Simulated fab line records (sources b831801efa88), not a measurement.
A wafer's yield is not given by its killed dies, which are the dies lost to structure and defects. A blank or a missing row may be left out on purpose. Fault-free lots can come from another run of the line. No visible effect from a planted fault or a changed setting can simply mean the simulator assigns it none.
A single fault, viewed from 2 desks ; flow sky130 ; numbers are kept per desk, each desk with only its own; the story behind them comes last

## DESK OF THE TOOL OWNER: lithoTrack-01
The tool's own readings at SKY_RES_XHIGH_DEVELOP_06 (develop time 60 s): means of the sampled wafers that have a number, for each lot that ran on this tool. The brackets show how far a lot's mean lies from the usual mean; more than 4 standard deviations puts the lot out of limits, marked OUT.
Columns: A = chillPlateTempC at SKY_RES_XHIGH_DEVELOP_06, usual 22.97 C
lot;first seen here;A
L813;day 26 19:38;23.06
L817;day 28 13:59;22.90
L822;day 30 08:47;23.02
L824;day 30 19:34;22.99
L835;day 34 05:28;22.89
Result from this desk: across the 5 lots, nothing is out of limits.

## METROLOGY DESK
Lot by lot, what the gauges showed, no matter which tool ran the lot: averages of those sampled wafers that carry a number. The brackets show how far a lot's mean lies from the usual mean; more than 4 standard deviations puts the lot out of limits, marked OUT.
Columns: A = RES_XHIGH_TW at SKY_RES_XHIGH_TW_MEAS_09, usual 1645; B = LI_CONTACT_HDPCVD_THK at SKY_LI_CONTACT_THK_MEAS_01, usual 930 nm; C = LOCAL_INTERCONNECT_TIN_THK at SKY_LOCAL_INTERCONNECT_THK_MEAS_02, usual 99.6 nm
lot;first seen here;A;B;C
L813;day 26 20:02;1640;917;100.0
L814;day 27 08:23;1651;921;98.5
L815;day 28 01:47;1639;930;97.4
L817;day 28 14:23;1639;929;100.5
L820;day 29 16:59;1644;925;99.3
L821;day 29 20:49;1646;920;100.1
L822;day 30 09:11;1660;930;99.7
L824;day 30 19:58;1646;924;99.6
L823;day 30 20:48;1661;947;98.2
L830;day 32 18:41;30 (-99 or more) OUT;-;-
L831;day 33 05:17;30 (-99 or more) OUT;-;-
L833;day 33 17:44;1652;932;99.2
L834;day 34 00:59;1645;934;99.0
L835;day 34 05:52;1653;947;101.2
This desk reports L830, L831 out of limits; the earliest was L830 at day 32 18:41 (RES_XHIGH_TW at SKY_RES_XHIGH_TW_MEAS_09). In limits: L813, L814, L815, L817, L820, L821, L822, L824, L823, L833, L834, L835.

## BROUGHT TOGETHER
An alarm was possible from the metrology desk at day 32 18:41, on L830, L831.
Nothing out of limits was seen by the tool owner's desk.
The tool owner's desk has no number on record for L830, L831.
Every lot named ran SKY_RES_XHIGH_DEVELOP_06 on lithoTrack-01.

## WHAT THE SIMULATOR HAD INSERTED
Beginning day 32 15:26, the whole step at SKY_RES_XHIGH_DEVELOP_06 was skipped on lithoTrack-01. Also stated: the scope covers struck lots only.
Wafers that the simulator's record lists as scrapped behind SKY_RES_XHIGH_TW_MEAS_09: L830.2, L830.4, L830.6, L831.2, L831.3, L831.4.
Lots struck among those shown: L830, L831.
Time in hours between the start of the fault and the first out-of-limits reading at each desk: metrology desk, 3.
